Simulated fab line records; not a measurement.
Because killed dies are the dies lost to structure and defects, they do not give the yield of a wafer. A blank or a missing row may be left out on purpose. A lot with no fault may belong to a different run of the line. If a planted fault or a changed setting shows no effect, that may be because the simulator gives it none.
Matching of chambers :: flow gf180mcu :: 3 sister chambers for GF_V1_CVD_02 on pecvd-03
The step deposits SiO2 from TEOS, target thk 850 nm, time 94.851 s. 14 wafers are shown with their chamber, then 7 later ones without.

## WAFERS PAIRED WITH THEIR CHAMBERS
wafer: L503.1
chamber: 1
heater-power-outer-w (W): 455
heater-power-w (W): 749

wafer: L503.2
chamber: 0
heater-power-outer-w (W): 455
heater-power-w (W): 733

wafer: L503.4
chamber: 2
heater-power-outer-w (W): 215
heater-power-w (W): 427

wafer: L505.3
chamber: 0
heater-power-outer-w (W): 391
heater-power-w (W): 651

wafer: L505.5
chamber: 2
heater-power-outer-w (W): 295
heater-power-w (W): 551

wafer: L505.6
chamber: 0
heater-power-outer-w (W): 424
heater-power-w (W): 710

wafer: L509.1
chamber: 0
heater-power-outer-w (W): 468
heater-power-w (W): 752

wafer: L509.2
chamber: 2
heater-power-outer-w (W): 253
heater-power-w (W): 482

wafer: L509.3
chamber: 1
heater-power-outer-w (W): 477
heater-power-w (W): 794

wafer: L521.1
chamber: 1
heater-power-outer-w (W): 371
heater-power-w (W): 650

wafer: L521.3
chamber: 2
heater-power-outer-w (W): 267
heater-power-w (W): 497

wafer: L521.6
chamber: 1
heater-power-outer-w (W): 425
heater-power-w (W): 725

wafer: L522.3
chamber: 1
heater-power-outer-w (W): 367
heater-power-w (W): 645

wafer: L522.4
chamber: 2
heater-power-outer-w (W): 214
heater-power-w (W): 425

SIGNATURES (means of the wafers above)
reading: heater-power-outer-w
chamber 0: 434.50
chamber 1: 419.00
chamber 2: 248.80
scatter within a chamber: 40.5

reading: heater-power-w
chamber 0: 711.50
chamber 1: 712.60
chamber 2: 476.40
scatter within a chamber: 55.2
Rule: a wafer's distance from a chamber is the root of the sum, over the readings, of the square of ((its reading less the chamber's mean) divided by the reading's scatter). If the next closest chamber is less than 2 further off than the closest, the wafer can't be placed; otherwise it belongs to the closest. How the scatter is found: for the shown wafers, subtract from each reading the mean of its chamber, square and add these, divide the total by (wafers less chambers), then take the root.

## WAFERS MISSING THEIR CHAMBER
wafer: L522.5
heater-power-outer-w (W): 416
heater-power-w (W): 708

wafer: L525.1
heater-power-outer-w (W): 458
heater-power-w (W): 771

wafer: L525.3
heater-power-outer-w (W): 289
heater-power-w (W): 517

wafer: L525.4
heater-power-outer-w (W): 357
heater-power-w (W): 627

wafer: L526.4
heater-power-outer-w (W): 214
heater-power-w (W): 419

wafer: L526.5
heater-power-outer-w (W): 353
heater-power-w (W): 617

wafer: L526.6
heater-power-outer-w (W): 431
heater-power-w (W): 743

## THE CHAMBER EACH PASSED THROUGH
wafer: L522.5
from the rows above: can't be placed: 1 or 0
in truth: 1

wafer: L525.1
from the rows above: can't be placed: 0 or 1
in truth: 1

wafer: L525.3
from the rows above: 2
in truth: 2

wafer: L525.4
from the rows above: can't be placed: 1 or 0 or 2
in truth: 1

wafer: L526.4
from the rows above: 2
in truth: 2

wafer: L526.5
from the rows above: can't be placed: 1 or 0 or 2
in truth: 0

wafer: L526.6
from the rows above: can't be placed: 0 or 1
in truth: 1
Correct placement for 2 of the 7. Unplaceable from these rows: 5, with the true chamber sitting among the candidates in 5. 0 placed wrongly.
